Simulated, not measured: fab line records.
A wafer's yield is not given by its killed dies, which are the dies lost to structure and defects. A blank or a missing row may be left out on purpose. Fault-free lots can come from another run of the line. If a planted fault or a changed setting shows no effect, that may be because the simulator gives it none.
fab line records / flow gf180mcu
record: lots: 14 wafers: 42 lastDay: 34
route steps=602 shown V1@347
lots that met no fault: taken from a fault-free run of the same line
startH: hours from the record's opening day to when the first of the lot's shown wafers began / waitH: hours elapsed since this lot's preceding step / " same as the row above / L1.1+2: several wafers, shown together as one row / - no value, or no start was given / * or withheld: withheld / < > ~ a bound
route shown NAME@n: NAME is a module with steps in the file, n the number in the route of the first one / usual: mean and standard deviation over wafers with no fault / same: alike in all rows / chamber/n: place in a boat / sites: per-site readings / _std_site: the standard deviation of these / _edge_site: outer sites' mean less inner sites' / radiusMm: how far each site lies from the wafer's centre / mask NAME#n: copy n / behind: the most recent tool/chamber to have shaped the wafer / hold: reason for holding the lot/hours on hold/outcome of the hold / device: transistor that didn't switch, given as n, p or np / end of line: tests run on the same wafers once the route is complete / where a step has no rows: the recipe by itself / killed: not the wafer's yield, but the dies lost to structure and defects at the first sort / map: a wafer's dies, marking killed ones x, the rest . and places with no die _
set.NAME: setting as actually run; set.NAME@STEP: the setting as run at that earlier step / model.NAME: the simulator's own value behind a step, which no gauge read
the route's steps for a sample of lots (tables are steps, rows are wafers)
services: a tool's chamber out of use, with start hour (startH, from the record's first day; less than 0 if before it), hours out, and reason
== steps ==
step: GF_V1_PEB_12
recipe: pebTempC: 135 pebTimeS: 90 resist: KrF
usual: chillPlateTempC: 23.00/0.11 exhaustPa: 45.1/1
lot.wafer=L833.3 tool=lithoTrack-04 chamber=0 startH=415.95 waitH=- chillPlateTempC=23.08 exhaustPa=45.5
lot.wafer=L833.4 tool=lithoTrack-04 chamber=0 startH=415.95 waitH=- chillPlateTempC=23.13 exhaustPa=44.1
lot.wafer=L833.5 tool=lithoTrack-04 chamber=0 startH=415.95 waitH=- chillPlateTempC=23.09 exhaustPa=45.3
lot.wafer=L834.4 tool=lithoTrack-03 chamber=0 startH=419.90 waitH=- chillPlateTempC=22.72 exhaustPa=45.9
lot.wafer=L834.5 tool=lithoTrack-03 chamber=0 startH=419.90 waitH=- chillPlateTempC=22.96 exhaustPa=46.4
lot.wafer=L834.6 tool=lithoTrack-03 chamber=0 startH=419.90 waitH=- chillPlateTempC=22.96 exhaustPa=45.4
lot.wafer=L835.1 tool=lithoTrack-02 chamber=0 startH=431.28 waitH=- chillPlateTempC=22.94 exhaustPa=44.2
lot.wafer=L835.2 tool=lithoTrack-02 chamber=0 startH=431.28 waitH=- chillPlateTempC=22.91 exhaustPa=44.2
lot.wafer=L835.4 tool=lithoTrack-02 chamber=0 startH=431.28 waitH=- chillPlateTempC=22.85 exhaustPa=44.8
lot.wafer=L837.3 tool=lithoTrack-02 chamber=0 startH=448.65 waitH=- chillPlateTempC=22.83 exhaustPa=44.9
lot.wafer=L837.4 tool=lithoTrack-02 chamber=0 startH=448.65 waitH=- chillPlateTempC=22.94 exhaustPa=45.4
lot.wafer=L837.6 tool=lithoTrack-02 chamber=0 startH=448.65 waitH=- chillPlateTempC=23.02 exhaustPa=46.4
lot.wafer=L839.1 tool=lithoTrack-02 chamber=0 startH=467.18 waitH=- chillPlateTempC=23.00 exhaustPa=47.3
lot.wafer=L839.2 tool=lithoTrack-02 chamber=0 startH=467.18 waitH=- chillPlateTempC=23.17 exhaustPa=46.8
lot.wafer=L839.3 tool=lithoTrack-02 chamber=0 startH=467.18 waitH=- chillPlateTempC=23.07 exhaustPa=46.3
lot.wafer=L840.2 tool=lithoTrack-04 chamber=0 startH=476.67 waitH=- chillPlateTempC=23.04 exhaustPa=46.9
lot.wafer=L840.4 tool=lithoTrack-04 chamber=0 startH=476.67 waitH=- chillPlateTempC=22.95 exhaustPa=46.6
lot.wafer=L840.5 tool=lithoTrack-04 chamber=0 startH=476.67 waitH=- chillPlateTempC=22.98 exhaustPa=45.2
lot.wafer=L844.2 tool=lithoTrack-03 chamber=0 startH=515.48 waitH=- chillPlateTempC=22.88 exhaustPa=45.9
lot.wafer=L844.4 tool=lithoTrack-03 chamber=0 startH=515.48 waitH=- chillPlateTempC=22.93 exhaustPa=43.4
lot.wafer=L844.6 tool=lithoTrack-03 chamber=0 startH=515.48 waitH=- chillPlateTempC=22.92 exhaustPa=44.2
lot.wafer=L846.4 tool=lithoTrack-04 chamber=0 startH=532.49 waitH=- chillPlateTempC=22.95 exhaustPa=44.7
lot.wafer=L846.5 tool=lithoTrack-04 chamber=0 startH=532.49 waitH=- chillPlateTempC=22.82 exhaustPa=45.9
lot.wafer=L846.6 tool=lithoTrack-04 chamber=0 startH=532.49 waitH=- chillPlateTempC=22.97 exhaustPa=45.6
lot.wafer=L847.1 tool=lithoTrack-02 chamber=- startH=545.08 waitH=- chillPlateTempC=- exhaustPa=-
lot.wafer=L847.4 tool=lithoTrack-02 chamber=- startH=545.08 waitH=- chillPlateTempC=- exhaustPa=-
lot.wafer=L847.6 tool=lithoTrack-02 chamber=- startH=545.08 waitH=- chillPlateTempC=- exhaustPa=-
lot.wafer=L848.3 tool=lithoTrack-04 chamber=- startH=551.80 waitH=- chillPlateTempC=- exhaustPa=-
lot.wafer=L848.4 tool=lithoTrack-04 chamber=- startH=551.80 waitH=- chillPlateTempC=- exhaustPa=-
lot.wafer=L848.5 tool=lithoTrack-04 chamber=- startH=551.80 waitH=- chillPlateTempC=- exhaustPa=-
lot.wafer=L849.4 tool=lithoTrack-04 chamber=0 startH=557.89 waitH=- chillPlateTempC=23.15 exhaustPa=43.7
lot.wafer=L849.5 tool=lithoTrack-04 chamber=0 startH=557.89 waitH=- chillPlateTempC=23.16 exhaustPa=43.4
lot.wafer=L849.6 tool=lithoTrack-04 chamber=0 startH=557.89 waitH=- chillPlateTempC=23.12 exhaustPa=43.8
lot.wafer=L850.4 tool=lithoTrack-04 chamber=0 startH=560.79 waitH=- chillPlateTempC=22.97 exhaustPa=44.2
lot.wafer=L850.5 tool=lithoTrack-04 chamber=0 startH=560.79 waitH=- chillPlateTempC=22.96 exhaustPa=44.4
lot.wafer=L850.6 tool=lithoTrack-04 chamber=0 startH=560.79 waitH=- chillPlateTempC=23.09 exhaustPa=44.7
lot.wafer=L853.2 tool=lithoTrack-03 chamber=0 startH=580.93 waitH=- chillPlateTempC=23.11 exhaustPa=45.1
lot.wafer=L853.3 tool=lithoTrack-03 chamber=0 startH=580.93 waitH=- chillPlateTempC=23.14 exhaustPa=44.4
lot.wafer=L853.6 tool=lithoTrack-03 chamber=0 startH=580.93 waitH=- chillPlateTempC=23.17 exhaustPa=44.6
lot.wafer=L856.4 tool=lithoTrack-04 chamber=0 startH=605.19 waitH=- chillPlateTempC=23.01 exhaustPa=47.0
lot.wafer=L856.5 tool=lithoTrack-04 chamber=0 startH=605.19 waitH=- chillPlateTempC=22.74 exhaustPa=46.0
lot.wafer=L856.6 tool=lithoTrack-04 chamber=0 startH=605.19 waitH=- chillPlateTempC=22.94 exhaustPa=45.5
step: GF_V1_SPUTTER_22
recipe: material: TiN targetThkNm: 10 chamberPressurePa: 5 powerW: 4000 timeS: 40
usual: throttleValvePct: 29.4/0.81
lot.wafer=L833.3 tool=pvdSputter-01 chamber=- startH=417.12 waitH=0.0 throttleValvePct=29.7
lot.wafer=L833.4 tool=pvdSputter-01 chamber=- startH=417.12 waitH=0.0 throttleValvePct=30.4
lot.wafer=L833.5 tool=pvdSputter-01 chamber=- startH=417.12 waitH=0.0 throttleValvePct=29.8
lot.wafer=L834.4 tool=pvdSputter-01 chamber=- startH=421.03 waitH=0.0 throttleValvePct=29.9
lot.wafer=L834.5 tool=pvdSputter-01 chamber=- startH=421.03 waitH=0.0 throttleValvePct=29.5
lot.wafer=L834.6 tool=pvdSputter-01 chamber=- startH=421.03 waitH=0.0 throttleValvePct=30.1
lot.wafer=L835.1 tool=pvdSputter-02 chamber=- startH=432.64 waitH=0.0 throttleValvePct=30.2
lot.wafer=L835.2 tool=pvdSputter-02 chamber=- startH=432.64 waitH=0.0 throttleValvePct=29.8
lot.wafer=L835.4 tool=pvdSputter-02 chamber=- startH=432.64 waitH=0.0 throttleValvePct=28.9
lot.wafer=L837.3 tool=pvdSputter-01 chamber=- startH=449.84 waitH=0.0 throttleValvePct=30.5
lot.wafer=L837.4 tool=pvdSputter-01 chamber=- startH=449.84 waitH=0.0 throttleValvePct=29.7
lot.wafer=L837.6 tool=pvdSputter-01 chamber=- startH=449.84 waitH=0.0 throttleValvePct=29.7
lot.wafer=L839.1 tool=pvdSputter-02 chamber=- startH=468.45 waitH=0.0 throttleValvePct=29.1
lot.wafer=L839.2 tool=pvdSputter-02 chamber=- startH=468.45 waitH=0.0 throttleValvePct=30.8
lot.wafer=L839.3 tool=pvdSputter-02 chamber=- startH=468.45 waitH=0.0 throttleValvePct=30.1
lot.wafer=L840.2 tool=pvdSputter-04 chamber=- startH=477.87 waitH=0.0 throttleValvePct=27.9
lot.wafer=L840.4 tool=pvdSputter-04 chamber=- startH=477.87 waitH=0.0 throttleValvePct=28.2
lot.wafer=L840.5 tool=pvdSputter-04 chamber=- startH=477.87 waitH=0.0 throttleValvePct=28.3
lot.wafer=L844.2 tool=pvdSputter-02 chamber=- startH=516.68 waitH=0.0 throttleValvePct=29.9
lot.wafer=L844.4 tool=pvdSputter-02 chamber=- startH=516.68 waitH=0.0 throttleValvePct=29.2
lot.wafer=L844.6 tool=pvdSputter-02 chamber=- startH=516.68 waitH=0.0 throttleValvePct=30.0
lot.wafer=L846.4 tool=pvdSputter-02 chamber=- startH=533.62 waitH=0.0 throttleValvePct=30.6
lot.wafer=L846.5 tool=pvdSputter-02 chamber=- startH=533.62 waitH=0.0 throttleValvePct=31.0
lot.wafer=L846.6 tool=pvdSputter-02 chamber=- startH=533.62 waitH=0.0 throttleValvePct=30.0
lot.wafer=L847.1 tool=pvdSputter-04 chamber=- startH=546.31 waitH=0.0 throttleValvePct=29.2
lot.wafer=L847.4 tool=pvdSputter-04 chamber=- startH=546.31 waitH=0.0 throttleValvePct=28.0
lot.wafer=L847.6 tool=pvdSputter-04 chamber=- startH=546.31 waitH=0.0 throttleValvePct=28.6
lot.wafer=L848.3 tool=pvdSputter-04 chamber=- startH=553.31 waitH=0.0 throttleValvePct=28.0
lot.wafer=L848.4 tool=pvdSputter-04 chamber=- startH=553.31 waitH=0.0 throttleValvePct=28.0
lot.wafer=L848.5 tool=pvdSputter-04 chamber=- startH=553.31 waitH=0.0 throttleValvePct=28.4
lot.wafer=L849.4 tool=pvdSputter-04 chamber=- startH=559.03 waitH=0.0 throttleValvePct=29.1
lot.wafer=L849.5 tool=pvdSputter-04 chamber=- startH=559.03 waitH=0.0 throttleValvePct=29.2
lot.wafer=L849.6 tool=pvdSputter-04 chamber=- startH=559.03 waitH=0.0 throttleValvePct=28.1
lot.wafer=L850.4 tool=pvdSputter-02 chamber=- startH=561.92 waitH=0.0 throttleValvePct=30.1
lot.wafer=L850.5 tool=pvdSputter-02 chamber=- startH=561.92 waitH=0.0 throttleValvePct=29.2
lot.wafer=L850.6 tool=pvdSputter-02 chamber=- startH=561.92 waitH=0.0 throttleValvePct=30.0
lot.wafer=L853.2 tool=pvdSputter-04 chamber=- startH=582.16 waitH=0.0 throttleValvePct=28.3
lot.wafer=L853.3 tool=pvdSputter-04 chamber=- startH=582.16 waitH=0.0 throttleValvePct=27.9
lot.wafer=L853.6 tool=pvdSputter-04 chamber=- startH=582.16 waitH=0.0 throttleValvePct=28.6
lot.wafer=L856.4 tool=pvdSputter-01 chamber=- startH=606.31 waitH=0.0 throttleValvePct=29.5
lot.wafer=L856.5 tool=pvdSputter-01 chamber=- startH=606.31 waitH=0.0 throttleValvePct=29.4
lot.wafer=L856.6 tool=pvdSputter-01 chamber=- startH=606.31 waitH=0.0 throttleValvePct=29.9
== services ==
tool=pvdSputter-01 chamber=- startH=511.56 hours=2.7 kind=repair
tool=pvdSputter-02 chamber=- startH=529.13 hours=2.0 kind=repair
tool=pvdSputter-01 chamber=- startH=532.31 hours=56.5 kind=repair
tool=pvdSputter-02 chamber=- startH=601.64 hours=1.7 kind=repair
== key ==
firstSign: step: GF_V1_PEB_12 reading: toolRecord direction: missing
effect none on later readings
metAt GF_V1_PEB_12
struckLots L847,L848
laterRowsLeftOut L847.1,L847.4,L847.6,L848.3,L848.4,L848.5
sortLeftOut L847.1,L847.4,L847.6,L848.3,L848.4,L848.5
notActingAt GF_V1_SPUTTER_22
onsetBetween 532.49 545.08
fault: kind: skippedStepWhole tool: lithoTrack-02,lithoTrack-04 chamber: - onsetH: 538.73 steps: GF_V1_PEB_12 scope: struckLotsOnly
sortLeftOut: the simulated sort isn't trusted on such a fault, so these wafers' sort isn't shown, and their yield isn't known
laterRowsLeftOut: the simulator's readings of these wafers behind a module that went badly wrong aren't trusted and aren't shown, but for the sort
